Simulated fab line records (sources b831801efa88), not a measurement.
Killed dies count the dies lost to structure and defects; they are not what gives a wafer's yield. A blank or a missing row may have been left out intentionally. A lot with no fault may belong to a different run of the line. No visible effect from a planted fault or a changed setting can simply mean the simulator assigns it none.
Which tool did it?	flow sky130	11 lots, 33 wafers sampled, at 4 steps of a route of 708

== WHAT EACH GAUGE READ, for each wafer ==
SKY_POLY_CUT_CD_MEAS_08 targets a cd of 270 nm.
lot	measured	on	cd-nm (nm)
L471	day 25 06:28	cd-sem-02	269.9 267.8 268.8
L474	day 27 00:18	cd-sem-01	269.0 267.7 269.6
L475	day 27 03:35	cd-sem-02	269.9 270.7 271.0
L476	day 27 12:26	cd-sem-02	267.8 269.6 268.5
L477	day 27 19:26	cd-sem-02	271.0 270.4 271.3
L482	day 29 13:01	cd-sem-01	270.7 269.8 271.5
L486	day 30 23:05	cd-sem-01	271.7 271.5 272.7
L488	day 32 00:46	cd-sem-01	270.1 270.6 270.0
L490	day 32 05:24	cd-sem-02	270.0 269.3 269.5
L491	day 32 15:31	cd-sem-01	268.1 268.8 268.4
L492	day 32 20:43	cd-sem-02	269.4 270.6 270.1

SKY_SD_N_RS_MEAS_16: measures by four-point-probe.
lot	measured	on	SD_N_RS (ohm/sq)
L471	day 29 00:15	film-metro-02	68.45 68.40 68.47
L474	day 30 15:40	film-metro-02	68.81 68.96 68.85
L475	day 30 19:26	film-metro-04	68.54 68.71 68.48
L476	day 31 03:05	film-metro-04	68.67 68.46 68.61
L477	day 31 10:41	film-metro-04	68.56 68.65 68.49
L482	day 33 03:34	film-metro-01	68.67 68.72 68.56
L486	day 34 12:39	film-metro-04	68.56 68.44 68.57
L488	day 35 14:31	film-metro-02	71.28 71.31 71.26
L490	day 35 20:20	film-metro-01	68.45 68.43 68.44
L491	day 36 07:04	film-metro-02	71.35 71.48 71.33
L492	day 36 11:37	film-metro-04	68.55 68.30 68.53

SKY_SD_N_RS_MEAS_17: measures by four-point-probe.
lot	measured	on	SD_P_RS (ohm/sq)
L471	day 29 00:22	film-metro-02	146.8 146.9 146.9
L474	day 30 15:47	film-metro-02	147.1 147.5 147.4
L475	day 30 19:33	film-metro-04	146.8 147.3 147.1
L476	day 31 03:12	film-metro-04	147.7 147.4 147.2
L477	day 31 10:49	film-metro-04	146.7 147.5 147.0
L482	day 33 03:41	film-metro-01	146.8 147.1 146.7
L486	day 34 12:46	film-metro-04	146.6 146.2 146.8
L488	day 35 14:38	film-metro-02	162.5 162.1 162.9
L490	day 35 20:27	film-metro-01	146.9 146.8 146.7
L491	day 36 07:11	film-metro-02	162.7 162.3 162.7
L492	day 36 11:44	film-metro-04	147.0 146.3 146.7

== TOOL THAT RAN EACH LOT (tool first, then ch and the chambers of the sampled wafers, then the start) ==
lot	SKY_SD_N_RTA_14
L471	rtp-anneal-01 ch 0, day 29 00:04
L474	rtp-anneal-02 ch 0, day 30 15:28
L475	rtp-anneal-01 ch 0, day 30 19:16
L476	rtp-anneal-02 ch 0, day 31 02:55
L477	rtp-anneal-01 ch 0, day 31 10:31
L482	rtp-anneal-02 ch 0, day 33 03:22
L486	rtp-anneal-02 ch 0, day 34 12:29
L488	rtp-anneal-01 ch 0, day 35 14:19
L490	rtp-anneal-02 ch 0, day 35 20:10
L491	rtp-anneal-01 ch 0, day 36 06:53
L492	rtp-anneal-02 ch 0, day 36 11:26
- SKY_SD_N_RTA_14: time 2 s.

== WHAT THE TOOLS THEMSELVES READ (means of the sampled wafers that have a number; where no wafer has one, the mark that the record gives instead) ==
SKY_SD_N_RTA_14.
lot	tool	lamp-power-pct (%)	wafer_temp_C_max
L471	rtp-anneal-01	15.72	1078.2
L474	rtp-anneal-02	15.80	1077.5
L475	rtp-anneal-01	15.70	1077.6
L476	rtp-anneal-02	15.81	1078.4
L477	rtp-anneal-01	15.73	1078.0
L482	rtp-anneal-02	15.74	1077.7
L486	rtp-anneal-02	15.75	1077.4
L488	rtp-anneal-01	15.70	1077.8
L490	rtp-anneal-02	15.70	1078.8
L491	rtp-anneal-01	15.73	1078.8
L492	rtp-anneal-02	15.76	1078.4

== THE ANSWER, worked out from the rows above alone ==
Rule: usual is defined by the lots themselves. Put in order of their means at a reading, lots are off if they are a third of the lots or fewer, leave a main group of 4 or more, and stand apart from it by a gap of 3 or more times the standard deviation of the main group's means; of several such gaps the widest counts. A main group whose means are all the same, to the digits that the tables above print for the reading, isn't used. A lot without any number at a reading at which 4 lots or more have one is off too. Where the step has rows for the other lots, those lots are counted as sound. After the gauges, taken in route order, come the tools' own readings; for these a lot's mean is taken, as printed above. The first step at which some lot is off is used, and at that step the reading that is off furthest; a lot without a number counts as furthest.
Off: L488, L491, seen at SKY_SD_N_RS_MEAS_16 (SD_N_RS). Main group: mean 68.57 ohm/sq, sd 0.13.
A tool fits if, at a process step before that reading, it ran every lot that is off, and no sound lot after the first of them. Gauges at SKY_SD_N_RS_MEAS_16: tried the same way as those tools. 2 tools fit, rtp-anneal-01 at SKY_SD_N_RTA_14 and film-metro-02 at SKY_SD_N_RS_MEAS_16, so this cannot tell which one it is.

== WHAT THE SIMULATOR PUT IN ==
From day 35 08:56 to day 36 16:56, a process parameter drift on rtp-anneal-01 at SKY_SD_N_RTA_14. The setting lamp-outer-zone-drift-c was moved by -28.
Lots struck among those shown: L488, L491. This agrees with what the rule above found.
